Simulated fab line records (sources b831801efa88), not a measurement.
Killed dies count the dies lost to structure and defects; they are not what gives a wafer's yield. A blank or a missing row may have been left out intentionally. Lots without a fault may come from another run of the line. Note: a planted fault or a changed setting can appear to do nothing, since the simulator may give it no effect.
Which of the tools did it? + flow gf180mcu + 17 wafers from 6 lots sampled at 3 of the route's 602 steps

== WHAT EACH GAUGE READ, for each wafer ==
GF_STI_THK_MEAS_24.
| lot  | measured    | on            | STI_CVD_23_THK (nm) |
|------|-------------|---------------|---------------------|
| L523 | day 2 19:14 | film metro-01 | 656 652 650         |
| L529 | day 4 03:23 | film metro-01 | 644 655 648         |
| L531 | day 4 15:27 | film metro-01 | 654 655 654         |
| L533 | day 5 02:05 | film metro-01 | 653 651 663         |
| L540 | day 6 11:59 | film metro-04 | 505 649             |
| L542 | day 6 20:53 | film metro-03 | 652 648 508         |

== WHICH TOOL RAN EACH LOT (tool, then ch and the chambers of the sampled wafers, then the start) ==
| lot  | GF_STI_ETCH_14                  | GF_STI_CVD_23                   |
|------|---------------------------------|---------------------------------|
| L523 | rie si-02 ch 0,2,3, day 2 17:21 | hdpcvd-01 ch 0,2, day 2 19:09   |
| L529 | rie si-02 ch 0,3, day 4 00:28   | hdpcvd-02 ch 0,1, day 4 03:17   |
| L531 | rie si-01 ch 0,2,3, day 4 09:48 | hdpcvd-02 ch 0,1,2, day 4 15:22 |
| L533 | rie si-02 ch 1,2, day 4 21:24   | hdpcvd-02 ch 0,1,2, day 5 02:00 |
| L540 | rie si-02 ch 2,3, day 6 10:03   | hdpcvd-02 ch 0,1, day 6 11:54   |
| L542 | rie si-02 ch 1,2, day 6 18:27   | hdpcvd-02 ch 0,2, day 6 20:45   |
- GF_STI_ETCH_14: etches Si in HBr/Cl2/O2, target depth 360 nm, time 102.9 s.
- GF_STI_CVD_23: deposits SiO2, target thk 650 nm, time 108.3 s.

== THE ANSWER, worked out from the rows above alone ==
Rule: usual is defined by the lots themselves. Put in order of their means at a reading, lots are off if they are a third of the lots or fewer, leave a main group of 4 or more, and stand apart from it by a gap of 3 or more times the standard deviation of the main group's means; of several such gaps the widest counts. A main group whose means are all the same, to the digits that the tables above print for the reading, isn't used. A lot without any number at a reading at which 4 lots or more have one is off too. Where the step has rows for the other lots, those lots are counted as sound.
Off: L540, L542, at GF_STI_THK_MEAS_24 (STI_CVD_23_THK). For the main group the mean is 653 nm and the standard deviation 2.5.
A tool fits if, at a process step before that reading, it ran every lot that is off, and no sound lot after the first of them. The gauges at GF_STI_THK_MEAS_24 are tried like those tools. Undecided on this evidence; 2 tools fit (rie si-02 at GF_STI_ETCH_14, hdpcvd-02 at GF_STI_CVD_23).

== WHAT HAD BEEN PUT IN BY THE SIMULATOR ==
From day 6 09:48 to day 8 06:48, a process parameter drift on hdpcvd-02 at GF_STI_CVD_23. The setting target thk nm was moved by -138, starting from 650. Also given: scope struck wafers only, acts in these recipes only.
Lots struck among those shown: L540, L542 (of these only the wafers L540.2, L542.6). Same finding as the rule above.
